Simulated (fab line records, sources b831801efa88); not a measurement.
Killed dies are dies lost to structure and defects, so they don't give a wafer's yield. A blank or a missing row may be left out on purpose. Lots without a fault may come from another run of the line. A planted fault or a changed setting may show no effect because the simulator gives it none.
Which tool did it? | flow sfq_line | 6 lots, 18 wafers sampled, at 4 steps of a route of 325

WHAT THE GAUGES READ, wafer by wafer
SFQ_JJ_OVL_MEAS_931.
lot  | measured     | on         | J5_OVL (nm)
L303 | day 60 06:41 | overlay-01 | 13 -1 1
L311 | day 68 22:10 | overlay-02 | -8 3 -6
L316 | day 70 04:44 | overlay-01 | -1 -3 7
L320 | day 71 08:20 | overlay-02 | -5 0 -6
L322 | day 71 13:08 | overlay-01 | 4 0 -4
L324 | day 71 21:32 | overlay-02 | -2 1 0

WHICH TOOL RAN EACH LOT (tool, then ch and the chambers of the sampled wafers, then the start)
lot  | SFQ_TRILAYER_I4_CMP_CMP_100   | SFQ_TRILAYER_I4_METRO_MEASURE_101 | SFQ_TRILAYER_I4_VIA_ETCH_VIA_ETCH_106
L303 | cmp-01 ch 0,2,3, day 54 16:24 | film_metro-02, day 54 19:01       | rie_diel-03 ch 0,1,2, day 60 02:10
L311 | cmp-02 ch 0,3, day 59 18:41   | film_metro-01, day 59 22:01       | rie_diel-03 ch 1,2,3, day 64 09:44
L316 | cmp-01 ch 0,1, day 61 01:52   | film_metro-04, day 61 04:53       | rie_diel-04 ch 2,3, day 65 13:28
L320 | cmp-02 ch 0,1, day 62 10:26   | film_metro-01, day 62 13:46       | rie_diel-01 ch 1,2, day 66 14:47
L322 | cmp-02 ch 2,3, day 62 16:56   | film_metro-04, day 62 19:58       | rie_diel-01 ch 1,2,3, day 66 21:59
L324 | cmp-02 ch 0,1,3, day 62 22:56 | film_metro-01, day 63 01:34       | rie_diel-03 ch 0,2,3, day 67 06:23
- SFQ_TRILAYER_I4_CMP_CMP_100: polishes SiO2.
- SFQ_TRILAYER_I4_METRO_MEASURE_101
- SFQ_TRILAYER_I4_VIA_ETCH_VIA_ETCH_106: etches SiO2 in CHF3, stops on Nb, target depth 260 nm.

THE ANSWER, worked out from the rows above alone
Rule: what is usual is taken from the lots themselves. Put in order of their means at a reading, lots are off if they are a third of the lots or fewer, leave a main group of 4 or more, and stand apart from it by a gap of 3 or more times the standard deviation of the main group's means; of several such gaps the widest counts. A main group whose means are all the same, to the digits that the tables above print for the reading, isn't used. A lot without any number at a reading at which 4 lots or more have one is off too. The other lots that the step has rows for count as sound.
No lot is off at any reading shown: from this, nothing can be told.

WHAT THE SIMULATOR HAD PUT IN
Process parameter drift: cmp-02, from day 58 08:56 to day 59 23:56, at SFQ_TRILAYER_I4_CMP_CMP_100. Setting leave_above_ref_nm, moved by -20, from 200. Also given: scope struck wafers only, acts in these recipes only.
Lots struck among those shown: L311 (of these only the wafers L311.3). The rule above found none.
